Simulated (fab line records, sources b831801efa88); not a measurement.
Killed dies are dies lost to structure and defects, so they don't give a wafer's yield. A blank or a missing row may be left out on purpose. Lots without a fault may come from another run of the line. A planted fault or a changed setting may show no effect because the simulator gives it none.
Problem report in the 8D (eight disciplines) form, filled by code | flow gf180mcu | the parts of the form that need people (team, actions taken, sign-off) are left out

1. THE PROBLEM
spin_speed_rpm at GF_TOP_METAL_COAT_09 reads a mean of 2878.2 rpm on 6 wafers of 2 lots; wafers without a fault read 2999.8 rpm with a standard deviation of 2.1. That is -58 standard deviations from the usual mean.
The step: resist thk 1500 nm.
First seen on wafer L602.1, day 32 00:58, on litho_track-02. The record holds 36 wafers of 12 lots with a number at this step. Rule for "out", or "out of limits": more than 4 standard deviations from the usual mean. The other wafers with a number count as sound.

2. WHAT IT IS AND WHAT IT IS NOT
question                    | is                     | is not
which readings at this step | spin_speed_rpm         | -
which lots                  | L602, L603             | L588, L590, L591, L592, L593, L595, L606, L607, L608, L609
which wafers of those lots  | all that have a number | -
read on which tools         | litho_track-02         | litho_track-01, litho_track-04
when                        | from day 32 00:58      | up to then (18 sound wafers); but 12 sound wafers of L606, L607, L608, L609 came after

3. SUSPECTS, AND WHAT RULES EACH OUT
Counting: a tool at a process step up to the reading stays a suspect if it ran every lot that is out and no sound lot after the first of them.
- litho_track-02 at GF_TOP_METAL_COAT_09 (resist thk 1500 nm): kept. It ran every lot that is out, first L602 (day 32 00:58), and no sound lot after that; its last sound lot up to then is L591 (day 28 14:46). Its own readings are out on those wafers: spin_speed_rpm.
Left after counting: litho_track-02 at GF_TOP_METAL_COAT_09.

4. THE CAUSE (what the simulator had put in)
Process parameter drift: litho_track-02, from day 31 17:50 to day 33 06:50, at GF_TOP_METAL_COAT_09. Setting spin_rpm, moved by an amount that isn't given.
Counting left only this tool.

5. THE CHAIN OF EFFECTS, in route order
Each row: a reading whose mean over the struck wafers that have a number lies more than 3 standard deviations from the usual. Only readings for which the record gives a usual standard deviation are gone through. hours: the time from each lot's start at the first step in this table that gives one to its start at this step, as a median over the lots. sigmas: the change in usual standard deviations.
hours | step                  | reading                  | usual      | on struck wafers | change | sigmas
0     | GF_TOP_METAL_COAT_09  | spin_speed_rpm           | 2999.8 rpm | 2878.2           | -121.6 | -58
9     | GF_TOP_METAL_STRIP_17 | strip_time_to_endpoint_s | 13.36 s    | 13.72            | +0.36  | +5.3
The process steps in it:
- GF_TOP_METAL_COAT_09: resist thk 1500 nm.
- GF_TOP_METAL_STRIP_17: strips in O2/N2.

6. WHAT WOULD HAVE CAUGHT IT SOONER
In this record the first reading out of limits was taken at day 32 00:58, 7 hours after the fault began at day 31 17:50.
